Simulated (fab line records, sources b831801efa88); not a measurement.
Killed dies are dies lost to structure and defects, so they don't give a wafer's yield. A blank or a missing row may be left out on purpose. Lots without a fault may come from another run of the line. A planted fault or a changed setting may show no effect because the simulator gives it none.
One fault seen from 2 desks | flow sky130 | each desk has only its own numbers; what lay behind them comes last

THE METROLOGY DESK
What the gauges read, lot by lot, whatever tool the lot ran on: means of the sampled wafers that have a number. A lot is out of limits, marked OUT, if its mean lies more than 4 standard deviations from the usual mean; the brackets give that distance.
Columns: A = cd_nm at SKY_METAL3_CD_MEAS_13, usual 300.1 nm; B = METAL3_OVL at SKY_METAL3_OVL_MEAS_14, usual 2 nm
lot  | first seen here | A     | B
L777 | day 39 13:19    | 302.4 | -4
L779 | day 39 16:13    | 298.6 | 6
L782 | day 40 21:32    | 298.1 | 4
L794 | day 43 22:59    | 300.6 | 10
L796 | day 44 11:25    | 300.4 | 4
L798 | day 45 14:47    | 300.9 | 5
This desk's finding: nothing out of limits on any of the 6 lots.

THE TOOL OWNER'S DESK: rie_metal-01
The tool's own readings at SKY_METAL3_ETCH_16 (etches BARC in N2/H2, stops on SiO2, time 88.2 s, target depth 60 nm): means of the sampled wafers that have a number, for each lot that ran on this tool. A lot is out of limits, marked OUT, if its mean lies more than 4 standard deviations from the usual mean; the brackets give that distance.
Columns: A = drypump_motor_current_A at SKY_METAL3_ETCH_16, usual 6.0 A; B = oes_product_au at SKY_METAL3_ETCH_16, usual 0.626 a.u.; C = throttle_valve_pct at SKY_METAL3_ETCH_16, usual 13.203 %
lot  | first seen here | A   | B     | C
L782 | day 40 21:43    | 6.4 | 0.626 | 13.207
L794 | day 43 23:11    | 6.4 | 0.623 | 13.199
L796 | day 44 11:37    | 6.4 | 0.625 | 13.198
This desk's finding: nothing out of limits on any of the 3 lots.

PUT TOGETHER
The metrology desk saw nothing out of limits.
The tool owner's desk saw nothing out of limits.

WHAT THE SIMULATOR HAD PUT IN
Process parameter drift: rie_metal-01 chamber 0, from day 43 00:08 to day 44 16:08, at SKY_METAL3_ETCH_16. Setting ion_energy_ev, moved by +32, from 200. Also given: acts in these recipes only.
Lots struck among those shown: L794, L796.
